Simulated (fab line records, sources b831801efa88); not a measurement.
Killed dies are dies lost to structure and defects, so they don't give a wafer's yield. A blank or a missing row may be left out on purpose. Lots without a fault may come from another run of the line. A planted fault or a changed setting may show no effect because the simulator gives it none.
A struck lot beside a sound one | flow sky130 | 37 steps out of a route of 708
Sound: wafers L309.4, L309.5, L309.6. Struck: wafers L306.2, L306.4. (L306.6 of the same lot was not struck and is left out.) The cause comes at the end.
At each step with rows: each side's tool, then ch and its chambers, then its first start. Under that, the readings that differ: sound wafers | struck wafers | difference of the means | sigmas: that difference in standard deviations of wafers without a fault.
alike: readings whose means differ by less than 2 such deviations, and words and numbers that are the same on both sides. not compared: withheld readings, readings that some wafer has no value for, bounds like >300 that may hide the same value, and numbers for which the record gives no deviation and whose values overlap.
The two part at a step that has a row with sigmas, a row that says differs or no value, or rows on one side only. Numbers that don't overlap but have no deviation are shown without sigmas and don't part them. A reading that every wafer of one side lacks parts them only if that side has two wafers or more.

first, 10 steps without rows for these wafers: SKY_VIA2_CLEAN_18 (cleans in IPA, time 180 s); SKY_VIA2_CLEAN_19 (cleans in O3/DIW); SKY_VIA2_SPUTTER_20 (material TiN, target thk 20 nm, time 80 s); SKY_VIA2_CVD_21 (deposits W, target thk 420 nm, time 126.4 s); SKY_VIA2_CMP_24 (polishes, stops on SiO2, t overpolish 20 s, target thk 0 nm); SKY_METAL3_SPUTTER_00 (material Ti, target thk 15 nm, time 10 s); SKY_METAL3_SPUTTER_01 (material TiN, target thk 20 nm, time 16.7 s); SKY_METAL3_SPUTTER_02 (material AlCu, target thk 735 nm, time 39.1 s); SKY_METAL3_SPUTTER_03 (material Ti, target thk 5 nm, time 3.3 s); SKY_METAL3_SPUTTER_04 (material TiN, target thk 70 nm, time 58.3 s).
SKY_CAPM_CVD_00: deposits SiO2, target thk 15.5 nm.
  sound on pecvd-03 ch 0,1,2, day 42 00:52; struck on pecvd-02 ch 0, day 40 22:50
  reading                               | sound             | struck      | difference | sigmas
  model.SiO2_of_CAPM_CVD_00.thk_nm (nm) | 15.62 15.54 15.43 | 9.828 10.02 | -5.606     |
  alike: heater_power_w
SKY_CAPM_THK_MEAS_01:
  sound on film_metro-02, day 42 00:54; struck on film_metro-02, day 40 22:52
  reading              | sound             | struck     | difference | sigmas
  CAPM_CVD_00_THK (nm) | 15.62 15.48 15.49 | 9.76 10.04 | -5.63      | -26
then, 23 steps without rows for these wafers: SKY_CAPM_SPUTTER_02 (material TiN, target thk 200 nm, time 166.7 s); SKY_CAPM_DEHYDRATE_05 (time 60 s); SKY_CAPM_HMDS_06 (prime time 60 s); SKY_CAPM_COAT_07 (resist thk 1140 nm); SKY_CAPM_SOFTBAKE_08 (time 60 s); SKY_CAPM_EXPOSE_09 (exposes mask CAPM, target cd 1000 nm); SKY_CAPM_PEB_10; SKY_CAPM_DEVELOP_11 (develop time 60 s); SKY_CAPM_METAL_ETCH_13 (etches TiN in Cl2/BCl3, stops on SiO2, target depth 220 nm, time 62.9 s); SKY_CAPM_STRIP_14 (strips in O2/N2); SKY_CAPM_STRIP_15 (strips in post etch residue remover, time 1200 s); SKY_CAPM_CLEAN_16 (cleans in IPA, time 180 s); SKY_CAPM_CLEAN_17 (cleans in O3/DIW); SKY_METAL3_DEHYDRATE_05 (time 60 s); SKY_METAL3_HMDS_06 (prime time 60 s); SKY_METAL3_COAT_07 (resist thk 60 nm); SKY_METAL3_COAT_08 (resist thk 1140 nm); SKY_METAL3_SOFTBAKE_09 (time 90 s); SKY_METAL3_EXPOSE_10 (exposes mask MM3, target cd 300 nm); SKY_METAL3_PEB_11; SKY_METAL3_DEVELOP_12 (develop time 60 s); SKY_METAL3_DESCUM_15 (chemistry O2, time 8 s); SKY_METAL3_ETCH_16 (etches BARC in N2/H2, stops on SiO2, time 88.2 s, target depth 60 nm).
-- the record jumps here: 2 days lie between the struck wafers' starts before and after --
SKY_METAL3_ETCH_17: etches SiO2 in C4F8/O2/Ar, stops on TiN, time 3.9 s, target depth 15 nm.
  sound on rie_diel-03 ch 2,3, day 43 23:52; struck on rie_diel-01 ch 0,2, day 42 23:23
  reading                  | sound             | struck      | difference | sigmas
  oes_product_au (a.u.)    | 0.761 0.760 0.753 | 0.618 0.624 | -0.137     | -19
  model.etch.depth_nm (nm) | 15.62 15.54 15.43 | 9.828 10.02 | -5.606     |
  not compared: rf_hours_counter_h
-- the record jumps here: 7 days lie between the struck wafers' starts before and after (it left off in module METAL3 and takes up again in module PAD_OPEN, whose first step shown is number 708 of the route) --
SKY_PAD_OPEN_PROBE_99:
  sound on prober-02, day 50 06:49; struck on prober-02, day 49 11:52
  reading                               | sound               | struck              | difference | sigmas
  model.etest.tester.sort_n_pass        | 405 414 409         | 0 0                 | -409       |
  model.etest.tester.sort_bin_5_pct (%) | 11.99 11.59 10.37   | 91.87 92.07         | +80.65     |
  model.etest.tester.sort_yield_pct (%) | 82.32 84.15 83.13   | 0 0                 | -83        |
  model.etest.cap_mim.bv_v (V)          | 14.04 13.85 13.91   | 8.83 8.964          | -5.04      |
  model.etest.cap_mim.leak_log10_a_cm2  | -9.011 -9.138 -9.01 | -6.694 -6.846       | +2.283     |
  model.etest.cap_mim.c_ff_um2          | 2.315 2.35 2.36     | 3.688 3.601         | +1.303     |
  model.etest.tester.sort_bin_8_pct (%) | 0 0 0               | 1.588e-13 2.885e-13 | +2.236e-13 |
  model.etest.tester.sort_bin_4_pct (%) | 0 0 0               | 1.527e-13 9.229e-15 | +8.096e-14 |
  alike: defect_limited_yield, killed_at_M0_to_M3, killed_at_M4_up, killed_at_contacts, killed_at_front_end, killed_at_other, killed_dies, killed_open, killed_short

WHERE THEY PART
First at SKY_CAPM_THK_MEAS_01; last, within this record, at SKY_METAL3_ETCH_17. Later steps at which nothing parts them and some readings are alike: SKY_PAD_OPEN_PROBE_99.

WHY: what the simulator had put in
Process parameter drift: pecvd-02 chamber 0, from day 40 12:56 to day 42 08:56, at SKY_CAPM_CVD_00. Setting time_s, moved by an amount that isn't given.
